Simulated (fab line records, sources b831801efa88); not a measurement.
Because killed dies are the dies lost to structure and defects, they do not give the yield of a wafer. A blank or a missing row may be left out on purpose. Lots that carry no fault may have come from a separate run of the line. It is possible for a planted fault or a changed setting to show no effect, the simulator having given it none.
Which tool was responsible? -- flow gf180mcu -- 42 wafers from 14 lots sampled at 4 of the route's 602 steps

## WHAT THE GAUGES READ, wafer by wafer
GF_PASSIVATION_BOW_MEAS_14.
lot,measured,on,PASSIVATION_BOW (um)
L513,day 29 10:13,film-metro-03,123 119 125
L516,day 30 07:24,film-metro-02,144 140 146
L517,day 30 08:59,film-metro-01,114 108 113
L518,day 30 12:18,film-metro-02,121 142 137
L519,day 30 21:34,film-metro-01,145 154 143
L521,day 31 09:53,film-metro-01,127 122 134
L522,day 31 14:37,film-metro-01,126 143 131
L523,day 31 18:05,film-metro-01,155 141 138
L524,day 32 05:40,film-metro-02,130 132 134
L527,day 32 19:10,film-metro-03,154 146 149
L532,day 34 03:20,film-metro-01,130 143 140
L533,day 34 08:50,film-metro-01,140 136 145
L535,day 34 14:36,film-metro-01,139 134 130
L536,day 34 19:34,film-metro-02,137 127 127

## EACH LOT AND THE TOOL THAT RAN IT (in order: tool; ch and the chambers of the sampled wafers; start)
lot,GF_TOP_METAL_SPUTTER_04,GF_TOP_METAL_STRIP_17,GF_PASSIVATION_ETCH_11
L513,"pvd-sputter-04, day 27 16:41","plasma-asher-03 ch 0,1, day 28 12:35","rie-diel-01 ch 2,3, day 29 08:22"
L516,"pvd-sputter-01, day 28 14:31","plasma-asher-03 ch 0,1, day 29 10:08","rie-diel-03 ch 0,1,3, day 30 05:34"
L517,"pvd-sputter-01, day 28 15:48","plasma-asher-03 ch 0,1, day 29 11:47","rie-diel-03 ch 1,2,3, day 30 07:09"
L518,"pvd-sputter-04, day 28 19:06","plasma-asher-03 ch 0,1, day 29 13:53","rie-diel-04 ch 0,3, day 30 10:28"
L519,"pvd-sputter-03, day 29 04:39","plasma-asher-03 ch 0,1, day 30 00:01","rie-diel-03 ch 0,2,3, day 30 19:40"
L521,"pvd-sputter-04, day 29 19:25","plasma-asher-02 ch 0,1, day 30 13:46","rie-diel-03 ch 0,2,3, day 31 08:01"
L522,"pvd-sputter-03, day 30 00:20","plasma-asher-02 ch 1, day 30 18:55","rie-diel-04 ch 0,2, day 31 12:46"
L523,"pvd-sputter-01, day 30 03:58","plasma-asher-03 ch 0,1, day 30 22:08","rie-diel-03 ch 0,2,3, day 31 16:15"
L524,"pvd-sputter-01, day 30 15:50","plasma-asher-04 ch 0,1, day 31 09:42","rie-diel-04 ch 2,3, day 32 03:49"
L527,"pvd-sputter-04, day 31 06:42","plasma-asher-02 ch 0,1, day 32 00:10","rie-diel-04 ch 2,3, day 32 17:19"
L532,"pvd-sputter-03, day 32 19:02","plasma-asher-03 ch 0,1, day 33 10:53","rie-diel-04 ch 2,3, day 34 01:30"
L533,"pvd-sputter-03, day 33 02:08","plasma-asher-04 ch 0,1, day 33 17:58","rie-diel-03 ch 1,2,3, day 34 06:58"
L535,"pvd-sputter-01, day 33 08:32","plasma-asher-02 ch 0,1, day 33 23:57","rie-diel-03 ch 0,1,2, day 34 12:46"
L536,"pvd-sputter-03, day 33 14:18","plasma-asher-03 ch 0,1, day 34 04:15","rie-diel-01 ch 0,1,2, day 34 17:43"
- GF_TOP_METAL_SPUTTER_04: material TiN, target thk 25 nm, time 20.8 s.
- GF_TOP_METAL_STRIP_17: strips in O2/N2.
- GF_PASSIVATION_ETCH_11: etches the open film in CF4/O2, stops on TiN, target depth 1800 nm, time 400 s.

## WHAT THE TOOLS THEMSELVES READ (means of the sampled wafers that have a number; where no wafer has one, the mark that the record gives instead)
GF_TOP_METAL_SPUTTER_04.
lot,tool,throttle-valve-pct (%)
L513,pvd-sputter-04,29.9
L516,pvd-sputter-01,30.3
L517,pvd-sputter-01,30.4
L518,pvd-sputter-04,29.5
L519,pvd-sputter-03,29.5
L521,pvd-sputter-04,29.6
L522,pvd-sputter-03,30.4
L523,pvd-sputter-01,30.2
L524,pvd-sputter-01,30.2
L527,pvd-sputter-04,28.8
L532,pvd-sputter-03,29.4
L533,pvd-sputter-03,29.5
L535,pvd-sputter-01,30.4
L536,pvd-sputter-03,29.7

GF_TOP_METAL_STRIP_17.
lot,tool,drypump-motor-current-A (A),heater-power-w (W),oes-product-au (a.u.),strip-time-to-endpoint-s (s)
L513,plasma-asher-03,5.4,332,0.711,13.35
L516,plasma-asher-03,6.0,312,0.708,13.44
L517,plasma-asher-03,6.0,315,0.707,13.27
L518,plasma-asher-03,6.0,315,0.712,13.53
L519,plasma-asher-03,6.0,315,0.710,13.49
L521,plasma-asher-02,5.5,326,0.712,13.39
L522,plasma-asher-02,5.6,325,0.709,13.41
L523,plasma-asher-03,5.4,328,0.706,13.40
L524,plasma-asher-04,5.8,346,0.713,13.33
L527,plasma-asher-02,5.5,317,0.709,13.38
L532,plasma-asher-03,5.4,332,0.713,13.46
L533,plasma-asher-04,5.8,346,0.711,13.24
L535,plasma-asher-02,5.5,319,0.713,13.60
L536,plasma-asher-03,5.4,330,0.706,13.41

GF_PASSIVATION_ETCH_11.
lot,tool,bias-w (W),drypump-motor-current-A (A),oes-product-au (a.u.),throttle-valve-pct (%)
L513,rie-diel-01,149.8,5.5,0.960,5.953
L516,rie-diel-03,150.0,6.0,0.954,5.959
L517,rie-diel-03,150.0,5.8,0.951,5.957
L518,rie-diel-04,150.0,5.3,0.951,5.971
L519,rie-diel-03,150.2,6.0,0.965,5.966
L521,rie-diel-03,150.1,6.1,0.957,5.959
L522,rie-diel-04,149.8,6.0,0.951,5.963
L523,rie-diel-03,149.7,6.0,0.956,5.956
L524,rie-diel-04,150.5,6.1,0.952,5.960
L527,rie-diel-04,126.4,6.1,0.946,5.956
L532,rie-diel-04,126.1,6.1,0.943,5.956
L533,rie-diel-03,150.0,5.7,0.953,5.965
L535,rie-diel-03,149.9,5.9,0.964,5.954
L536,rie-diel-01,150.1,5.9,0.955,5.950

## THE ANSWER, worked out from the rows above alone
Rule: what is usual is taken from the lots themselves. Put in order of their means at a reading, lots are off if they are a third of the lots or fewer, leave a main group of 4 or more, and stand apart from it by a gap of 3 or more times the standard deviation of the main group's means; of several such gaps the widest counts. A main group whose means are all the same, to the digits that the tables above print for the reading, isn't used. Also off: a lot with no number at a reading for which 4 or more lots have one. Where the step has rows for the other lots, those lots are counted as sound. After the gauges, taken in route order, come the tools' own readings; for these a lot's mean is taken, as printed above. At the first step where some lot is off, the reading lying furthest off is the one used; lots without a number count as furthest.
Off: L527, L532, at GF_PASSIVATION_ETCH_11 (bias-w). For the main group the mean is 150.0 W and the standard deviation 0.2.
A tool fits if, at that step or a process step before it, it ran every lot that is off, and no sound lot after the first of them. One fits: rie-diel-04 at GF_PASSIVATION_ETCH_11. Its last sound lot is L524 (day 32 03:49), its first lot that is off L527 (day 32 17:19): a fault that began between those two fits.
On the lots that are off, the tool's own readings at GF_PASSIVATION_ETCH_11 differ by more than 5 times the standard deviation of the sound lots' means, which bears it out; bias-w reads 126.2 W there versus 150.0 W on the sound lots.

## WHAT HAD BEEN PUT IN BY THE SIMULATOR
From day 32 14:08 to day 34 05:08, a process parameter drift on rie-diel-04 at GF_PASSIVATION_ETCH_11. Setting bias-w shifted by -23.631 from 150. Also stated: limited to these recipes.
Lots struck among those shown: L527, L532. The same result came from the rule above.
